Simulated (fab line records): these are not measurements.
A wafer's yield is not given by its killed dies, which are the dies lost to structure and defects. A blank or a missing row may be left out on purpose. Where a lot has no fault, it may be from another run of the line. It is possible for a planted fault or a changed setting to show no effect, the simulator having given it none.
Matching of chambers -- flow sky130 -- 4 sister chambers for SKY_CONTACT_ETCH_16 on rie diel-03
The step etches BARC in N2/H2, stops on SiO2, time 45.9 s, target depth 60 nm. 7 wafers are shown with their chamber, then 7 later ones without.

## WAFERS PAIRED WITH THEIR CHAMBERS
wafer,chamber,throttle valve pct (%),oes product au (a.u.)
L274.6,3,13.236,0.852
L275.5,2,13.198,0.859
L279.1,2,13.207,0.859
L279.4,1,13.230,0.853
L279.6,1,13.225,0.863
L281.3,0,13.207,0.851
L281.5,0,13.216,0.858

## WAFERS MISSING THEIR CHAMBER
wafer,throttle valve pct (%),oes product au (a.u.)
L281.6,13.245,0.862
L287.1,13.226,0.852
L287.3,13.232,0.853
L287.4,13.231,0.850
L292.2,13.207,0.849
L292.5,13.221,0.851
L292.6,13.232,0.856

## THE CHAMBER EACH PASSED THROUGH
wafer,from the rows above,in truth
L281.6,can't be placed: 3 or 1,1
L287.1,can't be placed: 1 or 3 or 0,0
L287.3,can't be placed: 3 or 1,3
L287.4,can't be placed: 3 or 1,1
L292.2,can't be placed: 0 or 2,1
L292.5,can't be placed: 1 or 0 or 3 or 2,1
L292.6,can't be placed: 1 or 3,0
Placed correctly: 0 of 7. From these rows, 7 cannot be placed; in 5 the true chamber is one of the candidates. Wrongly placed: 0.
How it was worked out, from the rows above alone: a wafer's distance from a chamber is the root of the sum, over the readings, of the square of ((its reading less the chamber's mean) divided by the reading's scatter). The wafer belongs to the nearest chamber; if the next one is less than 2 further off, it can't be placed. A chamber's mean is the mean of its shown wafers. The scatter: the root of (the sum of the squares of (reading less its chamber's mean) over the shown wafers, divided by (wafers less chambers)).
